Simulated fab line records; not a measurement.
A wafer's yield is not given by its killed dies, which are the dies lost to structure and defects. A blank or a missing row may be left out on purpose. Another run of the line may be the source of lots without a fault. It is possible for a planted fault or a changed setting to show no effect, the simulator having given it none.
fab line records -- flow gf180mcu
record lots=13, wafers=39, lastDay=34
route steps=602 shown HV_LDD@214 CONTACT@287
lots with no fault: from the same line, run without faults
startH: the number of hours between the record's first day and the start of the first shown wafer of the lot -- waitH: hours elapsed since this lot's preceding step -- " same as the row above -- L1.1+2: one row covering several wafers at once -- - no value, or no start was given -- * or withheld: withheld -- < > ~ a bound
route shown NAME@n: names a module that has steps shown in the file, with the first one's number in the route -- usual: mean/standard deviation of fault-free wafers -- same: alike in all rows -- chamber/n: place in a boat -- sites: per-site readings -- _std_site: the standard deviation of these -- _edge_site: mean of outer sites minus mean of inner sites -- radiusMm: for every site, how far away it sits from the centre of the wafer -- mask NAME#n: copy n -- behind: the last tool/chamber to shape the wafer -- hold: cause of the lot's hold/its duration in hours/its outcome -- device: whichever transistor did not switch (one of n, p or np) -- end of line: at the end of the route, the tests of the same wafers -- for a step that has no rows: nothing shown but its recipe -- killed: dies lost to structure and defects at the first sort, not the wafer's yield -- map: a wafer's dies, x killed, . not, _ none there
set.NAME: the setting that was run; set.NAME@STEP: the one run at that earlier step -- model.NAME: the simulator's own value behind a step, which no gauge read
one table for each step of the route and one row for each wafer, over a sample of lots
services: when a tool's chamber went out of use (startH, in hours from the record's first day, below 0 if earlier), for how many hours, and the reason
## steps
# step GF_HV_LDD_TW_MEAS_38
# usual HV_LDD_3_TW=1438/7
lot.wafer,tool,chamber,startH,waitH,HV_LDD_3_TW
L661.2,filmMetro-04,-,251.78,0.1,1443
L661.4,filmMetro-04,-,251.78,0.1,1435
L661.6,filmMetro-04,-,251.78,0.1,1444
L663.2,filmMetro-04,-,273.93,0.1,1437
L663.5,filmMetro-04,-,273.93,0.1,1444
L663.6,filmMetro-04,-,273.93,0.1,1429
L664.3,filmMetro-03,-,274.69,0.1,1430
L664.4,filmMetro-03,-,274.69,0.1,1430
L664.6,filmMetro-03,-,274.69,0.1,1427
L665.1,filmMetro-01,-,281.67,0.1,1444
L665.3,filmMetro-01,-,281.67,0.1,1441
L665.5,filmMetro-01,-,281.67,0.1,1449
L666.2,filmMetro-03,-,296.73,0.1,1439
L666.3,filmMetro-03,-,296.73,0.1,1421
L666.5,filmMetro-03,-,296.73,0.1,1432
L667.2,filmMetro-04,-,302.28,0.1,1435
L667.5,filmMetro-04,-,302.28,0.1,1431
L667.6,filmMetro-04,-,302.28,0.1,1435
L669.2,filmMetro-01,-,332.83,0.1,1453
L669.3,filmMetro-01,-,332.83,0.1,1445
L669.4,filmMetro-01,-,332.83,0.1,1449
L670.3,filmMetro-03,-,335.79,0.1,1441
L670.5,filmMetro-03,-,335.79,0.1,1451
L670.6,filmMetro-03,-,335.79,0.1,1451
L679.2,filmMetro-03,-,413.64,0.1,1442
L679.3,filmMetro-03,-,413.64,0.1,1446
L679.5,filmMetro-03,-,413.64,0.1,1441
L680.2,filmMetro-03,-,419.03,0.1,1439
L680.3,filmMetro-03,-,419.03,0.1,1440
L680.6,filmMetro-03,-,419.03,0.1,1441
L682.2,filmMetro-01,-,426.68,0.1,1428
L682.3,filmMetro-01,-,426.68,0.1,1445
L682.6,filmMetro-01,-,426.68,0.1,1427
L681.4,filmMetro-03,-,428.35,0.1,1441
L681.5,filmMetro-03,-,428.35,0.1,1448
L681.6,filmMetro-03,-,428.35,0.1,1446
L683.1,filmMetro-03,-,444.27,0.1,1442
L683.2,filmMetro-03,-,444.27,0.1,1437
L683.3,filmMetro-03,-,444.27,0.1,1439
# step GF_CONTACT_CVD_00
# recipe material=SiO2, targetThkNm=300, sigmaOpenFrac=0.3, tempC=400, timeS=50, sih4FlowSccm=60, pressureMtorr=6
# usual sih4FlowSccm=59.99/0.18
lot.wafer,tool,chamber,startH,waitH,sih4FlowSccm
L661.2,hdpcvd-01,2,336.48,0.1,59.79
L661.4,hdpcvd-01,2,336.48,0.1,59.80
L661.6,hdpcvd-01,1,336.48,0.1,59.85
L663.2,hdpcvd-01,2,360.13,0.1,59.61
L663.5,hdpcvd-01,0,360.13,0.1,59.68
L663.6,hdpcvd-01,1,360.13,0.1,60.14
L664.3,hdpcvd-01,0,362.58,0.1,59.74
L664.4,hdpcvd-01,0,362.58,0.1,60.12
L664.6,hdpcvd-01,2,362.58,0.1,60.07
L665.1,hdpcvd-01,0,369.03,0.1,59.95
L665.3,hdpcvd-01,1,369.03,0.1,59.72
L665.5,hdpcvd-01,0,369.03,0.1,60.10
L666.2,hdpcvd-01,2,385.04,0.1,60.20
L666.3,hdpcvd-01,1,385.04,0.1,59.88
L666.5,hdpcvd-01,2,385.04,0.1,59.88
L667.2,hdpcvd-02,0,392.15,0.1,60.19
L667.5,hdpcvd-02,2,392.15,0.1,60.06
L667.6,hdpcvd-02,0,392.15,0.1,59.86
L669.2,hdpcvd-01,0,425.06,0.1,90.08
L669.3,hdpcvd-01,1,425.06,0.1,59.97
L669.4,hdpcvd-01,1,425.06,0.1,60.14
L670.3,hdpcvd-01,2,430.54,0.1,59.87
L670.5,hdpcvd-01,1,430.54,0.1,60.11
L670.6,hdpcvd-01,0,430.54,0.1,89.94
L679.2,hdpcvd-02,2,513.68,0.1,59.91
L679.3,hdpcvd-02,0,513.68,0.1,59.94
L679.5,hdpcvd-02,0,513.68,0.1,60.26
L680.2,hdpcvd-01,0,519.13,0.1,60.18
L680.3,hdpcvd-01,1,519.13,0.1,59.81
L680.6,hdpcvd-01,1,519.13,0.1,60.19
L682.2,hdpcvd-01,1,526.23,0.1,59.99
L682.3,hdpcvd-01,0,526.23,0.1,59.93
L682.6,hdpcvd-01,1,526.23,0.1,59.92
L681.4,hdpcvd-01,0,529.41,0.1,60.01
L681.5,hdpcvd-01,0,529.41,0.1,59.92
L681.6,hdpcvd-01,1,529.41,0.1,59.75
L683.1,hdpcvd-01,1,543.39,0.1,59.98
L683.2,hdpcvd-01,0,543.39,0.1,59.75
L683.3,hdpcvd-01,1,543.39,0.1,60.05
# step GF_CONTACT_THK_MEAS_01
# recipe reads=SiO2_of_CONTACT_CVD_00
# usual CONTACT_CVD_00_THK=298/3.1
lot.wafer,tool,chamber,startH,waitH,CONTACT_CVD_00_THK[nm]
L661.2,filmMetro-04,-,336.54,0.0,301
L661.4,filmMetro-04,-,336.54,0.0,298
L661.6,filmMetro-04,-,336.54,0.0,299
L663.2,filmMetro-03,-,360.18,0.0,294
L663.5,filmMetro-03,-,360.18,0.0,293
L663.6,filmMetro-03,-,360.18,0.0,296
L664.3,filmMetro-01,-,362.65,0.0,297
L664.4,filmMetro-01,-,362.65,0.0,297
L664.6,filmMetro-01,-,362.65,0.0,299
L665.1,filmMetro-01,-,369.07,0.0,293
L665.3,filmMetro-01,-,369.07,0.0,295
L665.5,filmMetro-01,-,369.07,0.0,296
L666.2,filmMetro-04,-,385.09,0.0,293
L666.3,filmMetro-04,-,385.09,0.0,296
L666.5,filmMetro-04,-,385.09,0.0,299
L667.2,filmMetro-04,-,392.21,0.0,301
L667.5,filmMetro-04,-,392.21,0.0,298
L667.6,filmMetro-04,-,392.21,0.0,297
L669.2,filmMetro-03,-,425.11,0.0,448
L669.3,filmMetro-03,-,425.11,0.0,300
L669.4,filmMetro-03,-,425.11,0.0,302
L670.3,filmMetro-01,-,430.60,0.0,301
L670.5,filmMetro-01,-,430.60,0.0,302
L670.6,filmMetro-01,-,430.60,0.0,446
L679.2,filmMetro-01,-,513.73,0.0,298
L679.3,filmMetro-01,-,513.73,0.0,298
L679.5,filmMetro-01,-,513.73,0.0,297
L680.2,filmMetro-03,-,519.21,0.1,300
L680.3,filmMetro-03,-,519.21,0.1,302
L680.6,filmMetro-03,-,519.21,0.1,304
L682.2,filmMetro-03,-,526.31,0.1,295
L682.3,filmMetro-03,-,526.31,0.1,293
L682.6,filmMetro-03,-,526.31,0.1,294
L681.4,filmMetro-04,-,529.48,0.1,301
L681.5,filmMetro-04,-,529.48,0.1,295
L681.6,filmMetro-04,-,529.48,0.1,304
L683.1,filmMetro-01,-,543.45,0.0,301
L683.2,filmMetro-01,-,543.45,0.0,297
L683.3,filmMetro-01,-,543.45,0.0,305
# step GF_CONTACT_CVD_02
# recipe material=SiO2, targetThkNm=860, precursor=TEOS, tempC=400, timeS=95.992, rfW=600
# usual heaterPowerW=681/100
lot.wafer,tool,chamber,startH,waitH,heaterPowerW
L661.2,pecvd-04,1,336.59,0.0,510
L661.4,pecvd-04,1,336.59,0.0,539
L661.6,pecvd-04,2,336.59,0.0,661
L663.2,pecvd-04,0,360.23,0.0,477
L663.5,pecvd-04,2,360.23,0.0,669
L663.6,pecvd-04,1,360.23,0.0,584
L664.3,pecvd-01,2,362.69,0.0,501
L664.4,pecvd-01,0,362.69,0.0,835
L664.6,pecvd-01,2,362.69,0.0,558
L665.1,pecvd-01,0,369.13,0.1,871
L665.3,pecvd-01,1,369.13,0.1,764
L665.5,pecvd-01,2,369.13,0.1,606
L666.2,pecvd-03,1,385.14,0.0,654
L666.3,pecvd-03,0,385.14,0.0,740
L666.5,pecvd-03,0,385.14,0.0,794
L667.2,pecvd-01,1,392.26,0.0,677
L667.5,pecvd-01,2,392.26,0.0,630
L667.6,pecvd-01,1,392.26,0.0,741
L669.2,pecvd-03,2,425.16,0.0,765
L669.3,pecvd-03,1,425.16,0.0,662
L669.4,pecvd-03,2,425.16,0.0,799
L670.3,pecvd-03,2,430.64,0.0,829
L670.5,pecvd-03,1,430.64,0.0,631
L670.6,pecvd-03,0,430.64,0.0,827
L679.2,pecvd-01,0,513.78,0.0,901
L679.3,pecvd-01,1,513.78,0.0,672
L679.5,pecvd-01,0,513.78,0.0,693
L680.2,pecvd-03,2,519.26,0.0,679
L680.3,pecvd-03,1,519.26,0.0,608
L680.6,pecvd-03,0,519.26,0.0,666
L682.2,pecvd-01,1,526.36,0.0,659
L682.3,pecvd-01,2,526.36,0.0,565
L682.6,pecvd-01,1,526.36,0.0,690
L681.4,pecvd-03,2,529.54,0.1,780
L681.5,pecvd-03,1,529.54,0.1,652
L681.6,pecvd-03,0,529.54,0.1,849
L683.1,pecvd-03,2,543.51,0.1,758
L683.2,pecvd-03,0,543.51,0.1,827
L683.3,pecvd-03,1,543.51,0.1,655
# step GF_CONTACT_ETCH_17
# recipe chemistry=C4F8/O2/Ar, maskMaterial=KrF, target=SiO2, stopOn=CoSi2, sourceW=1500, biasW=1200, pressureMtorr=40, c4f8FlowSccm=withheld, O2_flow_sccm=6, Ar_flow_sccm=300, timeS=withheld, targetDepthA=8600
# usual biasW=1201/3.4, oesProductAu=0.813/0.0044
lot.wafer,tool,chamber,startH,waitH,biasW,oesProductAu
L661.2,rieDiel-02,3,-,-,1206,0.808
L661.4,rieDiel-02,1,-,-,1203,0.809
L661.6,rieDiel-02,2,-,-,1198,0.805
L663.2,rieDiel-02,1,-,-,1200,0.813
L663.5,rieDiel-02,2,-,-,1200,0.813
L663.6,rieDiel-02,3,-,-,1205,0.818
L664.3,rieDiel-04,0,-,-,1197,0.810
L664.4,rieDiel-04,1,-,-,1199,0.821
L664.6,rieDiel-04,0,-,-,1193,0.814
L665.1,rieDiel-02,2,-,-,1208,0.807
L665.3,rieDiel-02,0,-,-,1200,0.812
L665.5,rieDiel-02,3,-,-,1204,0.815
L666.2,rieDiel-02,3,-,-,1203,0.812
L666.3,rieDiel-02,1,-,-,1194,0.811
L666.5,rieDiel-02,3,-,-,1205,0.815
L667.2,rieDiel-02,0,-,-,1200,0.813
L667.5,rieDiel-02,3,-,-,1205,0.804
L667.6,rieDiel-02,0,-,-,1203,0.811
L669.2,rieDiel-04,3,-,-,1201,0.882
L669.3,rieDiel-04,2,-,-,1201,0.813
L669.4,rieDiel-04,1,-,-,1200,0.819
L670.3,rieDiel-04,3,-,-,1201,0.819
L670.5,rieDiel-04,1,-,-,1201,0.813
L670.6,rieDiel-04,2,-,-,1205,0.896
L679.2,rieDiel-04,2,-,-,1202,0.818
L679.3,rieDiel-04,3,-,-,1206,0.815
L679.5,rieDiel-04,0,-,-,1196,0.809
L680.2,rieDiel-02,2,-,-,1203,0.821
L680.3,rieDiel-02,0,-,-,1200,0.822
L680.6,rieDiel-02,1,-,-,1198,0.811
L682.2,rieDiel-03,0,-,-,1206,0.806
L682.3,rieDiel-03,1,-,-,1194,0.811
L682.6,rieDiel-03,1,-,-,1199,0.817
L681.4,rieDiel-02,0,-,-,1203,0.813
L681.5,rieDiel-02,2,-,-,1195,0.814
L681.6,rieDiel-02,1,-,-,1204,0.818
L683.1,rieDiel-04,2,-,-,1198,0.814
L683.2,rieDiel-04,1,-,-,1200,0.814
L683.3,rieDiel-04,3,-,-,1201,0.823
# step GF_CONTACT_CVD_24
# recipe material=W, targetThkNm=300, timeS=90.339, tempC=400, pressureTorr=40
# usual heaterPowerW=906/59
lot.wafer,tool,chamber,startH,waitH,heaterPowerW
L661.2,cvdW-01,0,359.18,0.0,920
L661.4,cvdW-01,0,359.18,0.0,894
L661.6,cvdW-01,0,359.18,0.0,918
L663.2,cvdW-01,1,383.55,0.0,974
L663.5,cvdW-01,0,383.55,0.0,921
L663.6,cvdW-01,1,383.55,0.0,1005
L664.3,cvdW-01,1,385.76,0.1,1003
L664.4,cvdW-01,0,385.76,0.1,916
L664.6,cvdW-01,1,385.76,0.1,995
L665.1,cvdW-02,1,392.69,0.0,937
L665.3,cvdW-02,1,392.69,0.0,962
L665.5,cvdW-02,1,392.69,0.0,981
L666.2,cvdW-02,1,409.34,0.0,966
L666.3,cvdW-02,0,409.34,0.0,828
L666.5,cvdW-02,1,409.34,0.0,944
L667.2,cvdW-02,1,416.73,0.0,977
L667.5,cvdW-02,1,416.73,0.0,950
L667.6,cvdW-02,0,416.73,0.0,820
L669.2,cvdW-02,0,450.64,0.0,793
L669.3,cvdW-02,0,450.64,0.0,809
L669.4,cvdW-02,1,450.64,0.0,961
L670.3,cvdW-02,0,455.66,0.1,837
L670.5,cvdW-02,0,455.66,0.1,819
L670.6,cvdW-02,1,455.66,0.1,952
L679.2,cvdW-01,0,538.03,0.0,878
L679.3,cvdW-01,0,538.03,0.0,866
L679.5,cvdW-01,1,538.03,0.0,953
L680.2,cvdW-01,0,543.68,0.0,863
L680.3,cvdW-01,0,543.68,0.0,847
L680.6,cvdW-01,0,543.68,0.0,886
L682.2,cvdW-02,0,549.88,0.0,827
L682.3,cvdW-02,0,549.88,0.0,834
L682.6,cvdW-02,0,549.88,0.0,838
L681.4,cvdW-02,0,554.08,0.1,858
L681.5,cvdW-02,1,554.08,0.1,972
L681.6,cvdW-02,0,554.08,0.1,838
L683.1,cvdW-02,1,566.03,0.0,965
L683.2,cvdW-02,0,566.03,0.0,830
L683.3,cvdW-02,0,566.03,0.0,832
## services
tool,chamber,startH,hours,kind
rieDiel-04,1,313.69,4.5,repair
rieDiel-02,3,346.55,3.5,repair
pecvd-03,-,355.25,2.8,pm
rieDiel-04,0,360.70,3.3,repair
rieDiel-04,0,364.79,5.9,repair
rieDiel-04,1,367.91,4.7,repair
pecvd-03,-,371.84,0.5,repair
cvdW-01,-,373.69,1.5,repair
rieDiel-04,2,379.25,10.1,repair
cvdW-01,-,390.00,14.0,pm
rieDiel-02,1,395.69,6.1,repair
cvdW-01,-,399.08,62.3,repair
pecvd-01,-,399.21,5.2,repair
rieDiel-04,2,402.52,9.8,repair
pecvd-01,-,417.84,14.6,pm
rieDiel-04,2,425.34,1.6,repair
hdpcvd-01,-,433.71,0.9,repair
cvdW-01,1,451.27,3.0,repair
hdpcvd-01,-,468.28,0.9,repair
rieDiel-02,-,475.01,1.4,repair
hdpcvd-01,2,475.88,22.8,repair
hdpcvd-01,-,482.76,14.6,pm
hdpcvd-01,2,503.74,87.1,repair
rieDiel-02,-,517.90,2.8,pm
## key
firstSign step=GF_CONTACT_CVD_00, reading=sih4FlowSccm, direction=up, sigmas=99+, usual=59.99, struck=90.01
effect step=GF_CONTACT_THK_MEAS_01, reading=CONTACT_CVD_00_THK, direction=up, sigmas=49, usual=298, struck=447
effect step=GF_CONTACT_ETCH_17, reading=oesProductAu, direction=up, sigmas=17, usual=0.813, struck=0.889
metAt GF_CONTACT_CVD_00
struckLots L669,L670
struckWafers L669.2,L670.6
testerLeftOut L669,L670
notActingAt GF_HV_LDD_TW_MEAS_38,GF_CONTACT_CVD_02,GF_CONTACT_CVD_24
onsetBetween 369.03 425.06
fault kind=processParameterDrift, tool=hdpcvd-01, chamber=0, onsetH=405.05, steps=GF_CONTACT_CVD_00, channel=sih4FlowSccm, offset=30, shape=step, endH=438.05, actsIn=theseRecipesOnly, stated=60
# testerLeftOut: of these lots the tester's yield and bins aren't shown, on N5 and GAA mostly nor the transistor test; their killed dies are dies lost to structure and defects alone, not to doping, threshold or leakage, so they don't give the yield
